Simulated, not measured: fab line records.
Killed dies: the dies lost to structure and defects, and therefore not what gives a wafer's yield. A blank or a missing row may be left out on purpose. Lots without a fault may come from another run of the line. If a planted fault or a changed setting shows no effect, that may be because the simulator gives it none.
Check of tool commonality    flow sky130    Sampled: 13 lots, 39 wafers

## WHY IT WAS OPENED
1 of 13 lots carry a flag on the reading NWELL_TW at SKY_NWELL_TW_MEAS_15. Wafers without a fault read 1823, standard deviation 17.
Rule: a lot gets a flag if all its wafers with a number sit over 4 standard deviations from that mean, or if no wafer of it has a number. The other lots count as sound.

lot   measured      on             NWELL_TW, wafer by wafer  flag
L276  day 4 16:39   film metro-01  1831 1832 1836            
L277  day 4 21:44   film metro-01  1825 1827 1828            
L280  day 5 16:09   film metro-01  1831 1830 1825            
L281  day 5 22:34   film metro-01  1834 1833 1827            
L283  day 6 07:09   film metro-01  1839 1841 1837            
L284  day 6 13:07   film metro-03  1800 1790 1799            
L285  day 6 17:30   film metro-01  1837 1849 1854            
L287  day 7 07:23   film metro-01  30 30 30                  FLAGGED
L288  day 7 12:36   film metro-02  1842 1838 1845            
L294  day 9 03:44   film metro-02  1811 1810 1826            
L297  day 9 15:57   film metro-03  1807 1801 1810            
L298  day 10 01:50  film metro-01  1830 1841 1828            
L299  day 10 06:18  film metro-01  1834 1825 1823            
Averaged over the flagged lots the numbers come to 30, -1793 from the usual (-99 or more standard deviations).

## EACH LOT AND THE TOOL IT RAN ON
The record holds 1 process step before the reading, out of a route of 708 steps. Cell contents, in order: the tool; ch with the chambers the sampled wafers went through; the start.
lot   flag     SKY_NWELL_EXPOSE_07
L276           iline stepper-01 ch 0, day 4 07:37
L277           iline stepper-01 ch 0, day 4 09:02
L280           iline stepper-01 ch 0, day 5 05:53
L281           iline stepper-02 ch 0, day 5 13:35
L283           iline stepper-02 ch 0, day 5 21:17
L284           iline stepper-02 ch 0, day 6 03:07
L285           iline stepper-01 ch 0, day 6 08:02
L287  FLAGGED  iline stepper-01 ch 0, day 6 20:32
L288           iline stepper-01 ch 0, day 7 01:54
L294           iline stepper-01 ch 0, day 8 16:11
L297           iline stepper-01 ch 0, day 9 05:05
L298           iline stepper-02 ch 0, day 9 14:46
L299           iline stepper-01 ch 0, day 9 19:09
What these steps do:
- SKY_NWELL_EXPOSE_07: exposes mask NWM, target cd 840 nm.
- SKY_NWELL_TW_MEAS_15

## FLAGGED OVER TOTAL, TOOL BY TOOL (the gauges that took the reading come last)
step                  tool              lots run  flagged  share of the flagged lots  sound lots run after its first flagged lot
SKY_NWELL_EXPOSE_07   iline stepper-01  9         1        all                        4 (L288,L294,L297,L299)
SKY_NWELL_EXPOSE_07   iline stepper-02  4         0        none                       -
SKY_NWELL_TW_MEAS_15  film metro-01     9         1        all                        2 (L298,L299)
SKY_NWELL_TW_MEAS_15  film metro-02     2         0        none                       -
SKY_NWELL_TW_MEAS_15  film metro-03     2         0        none                       -

## THE TABLE: WHAT IT ALLOWS
iline stepper-01 at SKY_NWELL_EXPOSE_07 and film metro-01 at SKY_NWELL_TW_MEAS_15 are the 2 rows of the table that ran each flagged lot.
- iline stepper-01 at SKY_NWELL_EXPOSE_07: 1 of its 9 lots flagged. Sound lots followed the first flagged one (L288, L294, L297, L299) on it, something a lasting fault affecting the whole tool could not allow.
- film metro-01 at SKY_NWELL_TW_MEAS_15: 1 of its 9 lots flagged. Sound lots followed the first flagged one (L298, L299) on it, something a lasting fault affecting the whole tool could not allow.
Every row of the table either missed a flagged lot or ran a sound lot after the first.

## WHAT HAD BEEN PUT IN BY THE SIMULATOR
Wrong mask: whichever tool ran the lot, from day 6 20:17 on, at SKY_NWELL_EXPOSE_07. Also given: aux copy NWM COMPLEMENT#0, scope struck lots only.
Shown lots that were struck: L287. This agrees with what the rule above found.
